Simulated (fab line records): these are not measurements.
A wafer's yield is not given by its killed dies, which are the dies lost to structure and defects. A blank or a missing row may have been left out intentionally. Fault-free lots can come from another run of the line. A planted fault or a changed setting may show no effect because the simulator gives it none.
Split-lot experiment -- flow sfqLine -- route with 325 steps; 5 lots, 10 wafers read

SPLIT DETAILS
At SFQ_TRILAYER_I7_VIA_LITHO_COAT_192 (resist thk 62 nm), the setting spinRpm was moved away from the recipe's 3000 rpm on 3 of the 10 wafers read, by -6.7% to -3.7%. The other wafers ran this setting at the recipe's value.

FROM THE SPLIT TO THE READING: what the file shows between them, 2 steps
- SFQ_TRILAYER_I7_VIA_LITHO_PEB_190: peb time 60 s (also split here: pebTempC)
- SFQ_TRILAYER_I7_VIA_LITHO_DEVELOP_189: time 60 s

THE READING
etch.depthNm (the simulator's own value, which no gauge read), in nm, at SFQ_TRILAYER_I7_VIA_BARC_OPEN_VIA_ETCH_260 (etches BARC in O2, target depth 125 nm, time 41.7 s). There is no usual value for it anywhere in the file. Across the 7 wafers here that went through the recipe, the average is 61.91 nm and the standard deviation 0.21 nm.

wafer,"tool, chamber at the split","spinRpm as run, rpm",against the recipe,"etch.depthNm, nm",against lot-mates on the recipe
L075.3,"lithoTrack-04, 0",3000,recipe,62.24,-
L075.5,"lithoTrack-04, 0",3000,recipe,61.9,-
L076.4,"lithoTrack-02, 0",2879,-4.0%,63.2,no lot-mate on the recipe
L077.2,"lithoTrack-02, 0",2798,-6.7%,64.25,+2.21
L077.3,"lithoTrack-02, 0",3000,recipe,62.04,-
L082.5,"lithoTrack-02, 0",3000,recipe,62.1,-
L082.6,"lithoTrack-02, 0",2889,-3.7%,62.99,+0.89
L083.2,"lithoTrack-02, 0",3000,recipe,61.66,-
L083.3,"lithoTrack-02, 0",3000,recipe,61.72,-
L083.6,"lithoTrack-02, 0",3000,recipe,61.69,-

FIT RESULTS
A straight line over all 10 wafers: etch.depthNm changes by -0.334 nm for each +1% of spinRpm; r = -0.97; the points scatter about the line by 0.21 nm.
The same after taking each lot's own level away (the mean of its wafers on the recipe; 9 wafers): -0.311 nm for each +1%; r = -0.99; scatter 0.14 nm.
On that fit, the largest move of spinRpm shifts the reading by 2.1 nm.
The span of the lots' own levels, 61.690 to 62.100 nm, comes to 2.0 times the standard deviation stated above.
Consequently the slope shifts little with the lot-to-lot level, the two slopes agreeing.
Check: +1.62 nm against its lot-mates is what the line predicts for one of the wafers moved furthest among these (-6.7%) when that wafer is left out of the fit. Against them it came out at +2.21 nm.

FURTHER SPLITS ON THESE WAFERS
Other splits were also applied to these wafers ahead of the reading. Each is held against what the fit with the lots' levels taken away leaves over:
other split on the same wafers,wafers away from the commonest value,r with etch.depthNm (lot level and that fit taken away)
SFQ_TRILAYER_I6_VIA_LITHO_PEB_172 pebTempC,2,+0.15
SFQ_TRILAYER_M7_LITHO_COAT_182 resistThkNm,1,+0.69
SFQ_TRILAYER_M7_LITHO_EXPOSE_178 doseMj,3,+0.49
SFQ_TRILAYER_M7_ETCH_METAL_ETCH_180 timeS,2,-0.04
SFQ_TRILAYER_I7_VIA_LITHO_PEB_190 pebTempC,4,-0.50

THE WHOLE CHAIN: every reading that the file lists as answering this split, in the file's order
step,what it does,reading,change (the file's fit),r (the file's)
SFQ_TRILAYER_I7_VIA_LITHO_COAT_192,resist thk 62 nm,"BARC_of_TRILAYER_I7_VIA_LITHO_COAT_192.thkNm (the simulator's own value, which no gauge read)",-0.335 nm for each +1% of the setting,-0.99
SFQ_TRILAYER_I7_VIA_BARC_OPEN_VIA_ETCH_260,"etches BARC in O2, target depth 125 nm, time 41.7 s","etch.depthNm (the simulator's own value, which no gauge read)",-0.308 nm for each +1% of the setting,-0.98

THE FILE'S OWN FIT
etch.depthNm changes by -0.308 nm for each +1% of spinRpm, r = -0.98.
